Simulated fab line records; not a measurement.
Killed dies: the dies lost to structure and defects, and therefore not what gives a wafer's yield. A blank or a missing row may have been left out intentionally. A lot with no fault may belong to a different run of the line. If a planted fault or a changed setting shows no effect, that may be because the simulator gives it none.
What tool caused it? || flow gf180mcu || 6 lots with 18 wafers sampled at 2 steps, on a route of 602 steps

## WHAT THE GAUGES READ, wafer by wafer
GF_M1_RS_MEAS_05: measurement is done with a four-point probe.
{"lot": "L512", "measured": "day 17 04:32", "on": "film-metro-03", "M1_ALCU_RS (ohm/sq)": "0.0691 0.0688 0.0689"}
{"lot": "L519", "measured": "day 20 00:29", "on": "film-metro-03", "M1_ALCU_RS (ohm/sq)": "0.0689 0.0697 0.0695"}
{"lot": "L524", "measured": "day 22 12:41", "on": "film-metro-03", "M1_ALCU_RS (ohm/sq)": "0.0700 0.0704 0.0707"}
{"lot": "L528", "measured": "day 22 20:23", "on": "film-metro-01", "M1_ALCU_RS (ohm/sq)": "0.0692 0.0682 0.0682"}
{"lot": "L530", "measured": "day 23 23:31", "on": "film-metro-03", "M1_ALCU_RS (ohm/sq)": "0.0694 0.0696 0.0697"}
{"lot": "L532", "measured": "day 24 19:53", "on": "film-metro-03", "M1_ALCU_RS (ohm/sq)": "0.0694 0.0695 0.0699"}

## TOOL THAT RAN EACH LOT (tool first, then ch and the chambers of the sampled wafers, then the start)
{"lot": "L512", "GF_M1_SPUTTER_02": "pvd-sputter-04, day 17 04:26"}
{"lot": "L519", "GF_M1_SPUTTER_02": "pvd-sputter-02, day 20 00:23"}
{"lot": "L524", "GF_M1_SPUTTER_02": "pvd-sputter-03, day 22 12:34"}
{"lot": "L528", "GF_M1_SPUTTER_02": "pvd-sputter-02, day 22 20:16"}
{"lot": "L530", "GF_M1_SPUTTER_02": "pvd-sputter-03, day 23 23:25"}
{"lot": "L532", "GF_M1_SPUTTER_02": "pvd-sputter-04, day 24 19:46"}
- GF_M1_SPUTTER_02: material AlCu, target thk 450 nm, time 23.9 s.

## THE ANSWER, worked out from the rows above alone
Rule: the lots themselves supply what counts as usual. Put in order of their means at a reading, lots are off if they are a third of the lots or fewer, leave a main group of 4 or more, and stand apart from it by a gap of 3 or more times the standard deviation of the main group's means; of several such gaps the widest counts. The tables above print the reading to a certain number of digits; a main group whose means all agree to those digits is not used. Also off: a lot with no number at a reading for which 4 or more lots have one. The other lots that the step has rows for count as sound.
No lot is off at any reading shown: from this, nothing can be told.

## WHAT THE SIMULATOR HAD INSERTED
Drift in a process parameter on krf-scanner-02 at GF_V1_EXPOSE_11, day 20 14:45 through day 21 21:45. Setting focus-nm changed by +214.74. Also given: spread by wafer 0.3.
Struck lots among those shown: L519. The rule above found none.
